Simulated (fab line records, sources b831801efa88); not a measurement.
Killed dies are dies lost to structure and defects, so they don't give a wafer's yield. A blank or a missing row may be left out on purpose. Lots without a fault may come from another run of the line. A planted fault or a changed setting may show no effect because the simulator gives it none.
A struck lot beside a sound one | flow gf180mcu | 15 steps out of a route of 602
Sound: wafers L633.4, L633.5, L633.6. Struck: wafers L641.4, L641.5, L641.6. The cause comes at the end.
At each step with rows: each side's tool, then ch and its chambers, then its first start. Under that, the readings that differ: sound wafers | struck wafers | difference of the means | sigmas: that difference in standard deviations of wafers without a fault.
alike: readings whose means differ by less than 2 such deviations, and words and numbers that are the same on both sides. not compared: withheld readings, readings that some wafer has no value for, bounds like >300 that may hide the same value, and numbers for which the record gives no deviation and whose values overlap.
The two part at a step that has a row with sigmas, a row that says differs or no value, or rows on one side only. Numbers that don't overlap but have no deviation are shown without sigmas and don't part them. A reading that every wafer of one side lacks parts them only if that side has two wafers or more.

first, 5 steps without rows for these wafers: GF_V1_COAT_09 (resist thk 1000 nm); GF_V1_SOFTBAKE_10 (time 60 s); GF_V1_EXPOSE_11 (exposes mask Via1, target cd 260 nm); GF_V1_PEB_12 (peb time 90 s); GF_V1_DEVELOP_13 (develop time 60 s).
GF_V1_CD_MEAS_14: target cd 260 nm.
  sound on cd_sem-01, day 21 06:18; struck on cd_sem-01, day 24 03:06
  alike: cd_nm
GF_V1_OVL_MEAS_15:
  sound on overlay-02, day 21 06:23; struck on overlay-01, day 24 03:11
  alike: V1_OVL
GF_V1_ETCH_16: etches BARC in N2/H2.
  sound on rie_diel-03 ch 0,1,2, day 21 06:23; struck on rie_diel-02 ch 0,1, day 24 03:11
  alike: drypump_motor_current_A, n2_flow_sccm, oes_product_au, throttle_valve_pct
GF_V1_ETCH_17: etches SiO2 in C4F8/O2/Ar, stops on TiN, target depth 630 nm.
  sound on rie_diel-03 ch 0,1,2; struck on rie_diel-02 ch 0,1
  alike: oes_product_au
GF_V1_STRIP_18: strips in O2/N2.
  sound on plasma_asher-03 ch 0,1, day 21 06:34; struck on plasma_asher-01 ch 0,1, day 24 03:22
  alike: drypump_motor_current_A, heater_power_w, n2_flow_sccm, oes_product_au
  not compared: rf_hours_counter_h
then, 2 steps without rows for these wafers: GF_V1_STRIP_19 (strips in post etch residue remover, time 1200 s); GF_V1_CLEAN_20 (cleans in DIW).
GF_V1_SPUTTER_21: material Ti, target thk 15 nm, time 80.02 s.
  sound on pvd_sputter-01, day 21 07:05; struck on pvd_sputter-01, day 24 03:52
  reading                               | sound             | struck            | difference | sigmas
  model.Ti_of_V1_SPUTTER_21.thk_nm (nm) | 14.98 15.09 14.92 | 19.99 19.96 20.01 | +4.99      |
  alike: throttle_valve_pct
GF_V1_SPUTTER_22: material TiN, target thk 10 nm, time 40 s.
  sound on pvd_sputter-01, day 21 07:09; struck on pvd_sputter-01, day 24 03:55
  alike: throttle_valve_pct
then, 1 step without rows for these wafers: GF_PASSIVATION_PROBE_99.

WHERE THEY PART
Nowhere in this record.

WHY: what the simulator had put in
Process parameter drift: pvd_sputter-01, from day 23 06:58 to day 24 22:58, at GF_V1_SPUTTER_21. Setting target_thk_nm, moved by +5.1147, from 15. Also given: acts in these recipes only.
